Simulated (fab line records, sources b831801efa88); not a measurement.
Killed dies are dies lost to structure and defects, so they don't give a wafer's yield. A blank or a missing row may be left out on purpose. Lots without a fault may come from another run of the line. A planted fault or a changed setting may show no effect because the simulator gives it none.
Which tool did it? | flow gf180mcu | 14 lots, 42 wafers sampled, at 4 steps of a route of 602

WHAT THE GAUGES READ, wafer by wafer
GF_M4_CD_MEAS_14: target cd 280 nm.
lot  | measured     | on        | cd_nm (nm)
L347 | day 23 11:23 | cd_sem-01 | 278.9 280.0 279.7
L348 | day 24 00:52 | cd_sem-02 | 281.4 280.7 281.9
L350 | day 24 15:02 | cd_sem-01 | 278.3 278.7 278.2
L351 | day 24 18:49 | cd_sem-01 | 281.6 279.3 281.8
L353 | day 25 14:25 | cd_sem-01 | 278.8 278.0 280.2
L354 | day 25 19:45 | cd_sem-01 | 277.7 277.9 279.0
L355 | day 26 06:50 | cd_sem-02 | 280.2 280.4 279.5
L356 | day 26 15:26 | cd_sem-01 | 279.1 279.7 280.3
L357 | day 26 21:14 | cd_sem-02 | 279.6 279.5 280.3
L358 | day 27 05:14 | cd_sem-02 | 280.7 280.5 279.3
L359 | day 27 13:27 | cd_sem-02 | 280.3 279.8 279.2
L362 | day 28 14:39 | cd_sem-02 | 281.0 280.0 281.3
L363 | day 28 18:45 | cd_sem-02 | 280.8 279.6 280.2
L368 | day 30 00:50 | cd_sem-01 | 280.9 281.1 281.4

GF_V5_BOW_MEAS_05.
lot  | measured     | on            | V5_BOW (um)
L347 | day 26 09:39 | film_metro-01 | 137 132 133
L348 | day 26 22:35 | film_metro-03 | 132 123 127
L350 | day 27 11:23 | film_metro-02 | 123 124 133
L351 | day 27 15:28 | film_metro-03 | 121 121 126
L353 | day 28 09:31 | film_metro-02 | 125 126 133
L354 | day 28 13:26 | film_metro-01 | 142 139 130
L355 | day 28 23:17 | film_metro-02 | 126 128 130
L356 | day 29 07:35 | film_metro-03 | 139 124 132
L357 | day 29 13:23 | film_metro-02 | 140 129 130
L358 | day 29 21:22 | film_metro-01 | 112 137 133
L359 | day 30 04:37 | film_metro-02 | 132 119 132
L362 | day 31 04:04 | film_metro-02 | 147 146 147
L363 | day 31 07:26 | film_metro-01 | 116 125 122
L368 | day 32 11:38 | film_metro-01 | 135 144 130

WHICH TOOL RAN EACH LOT (tool, then ch and the chambers of the sampled wafers, then the start)
lot  | GF_STI_OXIDATION_01          | GF_V3_CVD_23
L347 | furnace-02 ch 0, day 1 11:28 | cvd_w-01 ch 1, day 22 12:55
L348 | furnace-01 ch 0, day 1 15:07 | cvd_w-02 ch 0,1, day 23 01:03
L350 | furnace-02 ch 0, day 2 02:19 | cvd_w-01 ch 0,1, day 23 16:02
L351 | furnace-02 ch 0, day 2 06:32 | cvd_w-01 ch 0,1, day 23 20:13
L353 | furnace-01 ch 0, day 2 16:34 | cvd_w-02 ch 0,1, day 24 15:52
L354 | furnace-02 ch 0, day 2 21:07 | cvd_w-02 ch 0,1, day 24 21:38
L355 | furnace-01 ch 0, day 3 02:07 | cvd_w-02 ch 0,1, day 25 09:05
L356 | furnace-01 ch 0, day 3 09:19 | cvd_w-02 ch 0,1, day 25 17:34
L357 | furnace-01 ch 0, day 3 12:07 | cvd_w-01 ch 1, day 26 00:23
L358 | furnace-01 ch 0, day 3 17:07 | cvd_w-01 ch 0,1, day 26 07:50
L359 | furnace-01 ch 0, day 3 22:07 | cvd_w-01 ch 0,1, day 26 16:43
L362 | furnace-01 ch 0, day 4 14:38 | cvd_w-01 ch 0,1, day 27 17:40
L363 | furnace-02 ch 0, day 4 18:07 | cvd_w-02 ch 0,1, day 27 22:51
L368 | furnace-02 ch 0, day 5 19:26 | cvd_w-01 ch 0,1, day 29 05:14
- GF_STI_OXIDATION_01: stabilise 600 s, purge 300 s, target thk 10 nm.
- GF_V3_CVD_23: deposits W, target thk 350 nm, time 104.9 s.

WHAT THE TOOLS THEMSELVES READ (means of the sampled wafers that have a number; where no wafer has one, the mark that the record gives instead)
GF_STI_OXIDATION_01.
lot  | tool       | spike_tc_bottom_C (C) | spike_tc_upper_C (C) | tube_center_temp_C_max
L347 | furnace-02 | 917.8                 | 900.3                | 902.3
L348 | furnace-01 | 918.0                 | 900.2                | 902.4
L350 | furnace-02 | 918.6                 | 899.3                | 902.5
L351 | furnace-02 | 918.1                 | 899.8                | 902.6
L353 | furnace-01 | 916.4                 | 899.6                | 902.5
L354 | furnace-02 | 917.7                 | 899.4                | 902.1
L355 | furnace-01 | 917.2                 | 899.1                | 902.1
L356 | furnace-01 | 917.6                 | 899.7                | 901.9
L357 | furnace-01 | 917.0                 | 899.4                | 902.4
L358 | furnace-01 | 917.8                 | 899.0                | 902.4
L359 | furnace-01 | 918.4                 | 898.5                | 902.4
L362 | furnace-01 | 917.1                 | 899.3                | 902.3
L363 | furnace-02 | 917.7                 | 900.3                | 902.0
L368 | furnace-02 | 918.6                 | 899.5                | 902.7

GF_V3_CVD_23.
lot  | tool     | heater_power_w (W) | susceptor_temp_C (C)
L347 | cvd_w-01 | 906                | 399.77
L348 | cvd_w-02 | 663                | 399.77
L350 | cvd_w-01 | 998                | 399.75
L351 | cvd_w-01 | 934                | 399.84
L353 | cvd_w-02 | 689                | 399.98
L354 | cvd_w-02 | 684                | 400.10
L355 | cvd_w-02 | 697                | 400.07
L356 | cvd_w-02 | 660                | 399.81
L357 | cvd_w-01 | 913                | 400.07
L358 | cvd_w-01 | 957                | 400.23
L359 | cvd_w-01 | 945                | 399.98
L362 | cvd_w-01 | 947                | 400.15
L363 | cvd_w-02 | 694                | 399.72
L368 | cvd_w-01 | 1006               | 400.20

THE ANSWER, worked out from the rows above alone
Rule: what is usual is taken from the lots themselves. Put in order of their means at a reading, lots are off if they are a third of the lots or fewer, leave a main group of 4 or more, and stand apart from it by a gap of 3 or more times the standard deviation of the main group's means; of several such gaps the widest counts. A main group whose means are all the same, to the digits that the tables above print for the reading, isn't used. A lot without any number at a reading at which 4 lots or more have one is off too. The other lots that the step has rows for count as sound. The gauges are gone through in route order, then the tools' own readings, and for those a lot's mean is taken as printed above. The first step at which some lot is off is used, and at that step the reading that is off furthest; a lot without a number counts as furthest.
No lot is off at any reading shown: from this, nothing can be told.

WHAT THE SIMULATOR HAD PUT IN
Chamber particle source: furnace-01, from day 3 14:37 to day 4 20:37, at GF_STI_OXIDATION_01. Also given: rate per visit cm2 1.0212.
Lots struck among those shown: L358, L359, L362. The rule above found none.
